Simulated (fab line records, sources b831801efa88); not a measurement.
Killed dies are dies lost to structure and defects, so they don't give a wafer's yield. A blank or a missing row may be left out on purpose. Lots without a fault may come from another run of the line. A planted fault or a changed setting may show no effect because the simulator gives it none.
Which tool did it? | flow gf180mcu | 7 lots, 21 wafers sampled, at 1 step of a route of 602

WHAT THE GAUGES READ, wafer by wafer
GF_CONTACT_THK_MEAS_26: measures by xrf.
lot  | measured     | on            | CONTACT_W_THK (nm)
L240 | day 16 20:47 | film_metro-02 | 307 300 309
L242 | day 17 14:12 | film_metro-02 | 292 294 292
L244 | day 18 14:28 | film_metro-03 | 310 299 312
L246 | day 19 10:40 | film_metro-03 | 301 306 298
L254 | day 21 22:34 | film_metro-02 | 295 307 296
L257 | day 23 02:42 | film_metro-03 | 313 304 316
L260 | day 24 02:52 | film_metro-02 | 308 308 312

WHICH TOOL RAN EACH LOT (tool, then ch and the chambers of the sampled wafers, then the start)
The record holds no process step before these readings.

THE ANSWER, worked out from the rows above alone
Rule: what is usual is taken from the lots themselves. Put in order of their means at a reading, lots are off if they are a third of the lots or fewer, leave a main group of 4 or more, and stand apart from it by a gap of 3 or more times the standard deviation of the main group's means; of several such gaps the widest counts. A main group whose means are all the same, to the digits that the tables above print for the reading, isn't used. A lot without any number at a reading at which 4 lots or more have one is off too. The other lots that the step has rows for count as sound.
No lot is off at any reading shown: from this, nothing can be told.

WHAT THE SIMULATOR HAD PUT IN
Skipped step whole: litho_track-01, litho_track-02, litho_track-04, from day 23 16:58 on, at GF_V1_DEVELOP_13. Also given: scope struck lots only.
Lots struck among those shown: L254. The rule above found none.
